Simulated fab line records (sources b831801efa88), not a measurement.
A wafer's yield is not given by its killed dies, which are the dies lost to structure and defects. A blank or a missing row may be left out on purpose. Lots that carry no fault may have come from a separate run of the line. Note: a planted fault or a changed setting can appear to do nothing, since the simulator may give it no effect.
Problem report in the 8D (eight disciplines) form, filled by code + flow sfq_line + the parts of the form that need people (team, actions taken, sign-off) are left out

1. THE ISSUE
heater_power_total_W at SFQ_TRILAYER_I6_VIA_LITHO_PEB_172 reads a mean of 80.09 W on 6 wafers of 2 lots; wafers without a fault read 79.15 W with a standard deviation of 0.065. Measured from the usual mean, that is +14 standard deviations.
The step: peb time 60 s.
The first sign was on wafer L975.2 at day 73 13:42, on litho_track-04. At this step, 42 wafers from 14 lots have a number in the record. The rule behind "out" and "out of limits": a value lying over 4 standard deviations away from the usual mean. All remaining wafers that have a number are taken as sound.

2. WHAT IT IS; WHAT IT IS NOT
| question                    | is                                 | is not                                                                          |
|-----------------------------|------------------------------------|---------------------------------------------------------------------------------|
| which readings at this step | heater_power_total_W, plate_temp_C | -                                                                               |
| which lots                  | L975, L978                         | L959, L960, L961, L962, L963, L964, L967, L968, L972, L977, L980, L981          |
| which wafers of those lots  | all that have a number             | -                                                                               |
| read on which tools         | litho_track-04                     | litho_track-01, litho_track-03                                                  |
| when                        | from day 73 13:42                  | up to then (27 sound wafers); but 9 sound wafers of L977, L980, L981 came after |

3. WHAT RULES OUT EACH SUSPECT
Counting: a tool at a process step up to the reading stays a suspect if it ran every lot that is out and no sound lot after the first of them.
- litho_track-04 at SFQ_TRILAYER_I6_VIA_LITHO_PEB_172 (peb time 60 s): kept. Every lot that is out went through it, starting with L975 (day 73 13:42), and after that it ran no sound lot; the last sound lot it ran before then is L972 (day 65 22:53). Its own heater_power_total_W, plate_temp_C readings are out on those wafers.
Left after counting: litho_track-04 at SFQ_TRILAYER_I6_VIA_LITHO_PEB_172.

4. THE CAUSE (what the simulator had put in)
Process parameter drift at SFQ_TRILAYER_I6_VIA_LITHO_PEB_172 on litho_track-04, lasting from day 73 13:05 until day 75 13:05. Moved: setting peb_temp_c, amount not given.
This tool alone remained once counting was done.

5. SEQUENCE OF EFFECTS, ordered by route
Rows list readings where the struck wafers' mean (over those with a number) sits beyond 3 standard deviations from the usual. Only readings for which the record gives a usual standard deviation are gone through. hours: the time from each lot's start at the first step in this table that gives one to its start at this step, as a median over the lots. sigmas: the change in usual standard deviations.
| hours | step                              | reading              | usual    | on struck wafers | change | sigmas |
|-------|-----------------------------------|----------------------|----------|------------------|--------|--------|
| 0     | SFQ_TRILAYER_I6_VIA_LITHO_PEB_172 | heater_power_total_W | 79.15 W  | 80.09            | +0.94  | +14    |
| 0     | SFQ_TRILAYER_I6_VIA_LITHO_PEB_172 | plate_temp_C         | 115.01 C | 115.93           | +0.92  | +6.6   |
It contains these process steps:
- SFQ_TRILAYER_I6_VIA_LITHO_PEB_172: peb time 60 s.
At these later measuring or inspecting steps, every struck wafer for which the step has a row has a number for every such reading, and none has moved that far: SFQ_M7_OVL_MEAS_945.

6. WHAT WOULD HAVE CAUGHT IT SOONER
In this record the first reading out of limits was taken at day 73 13:42, 1 hour after the fault began at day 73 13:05.
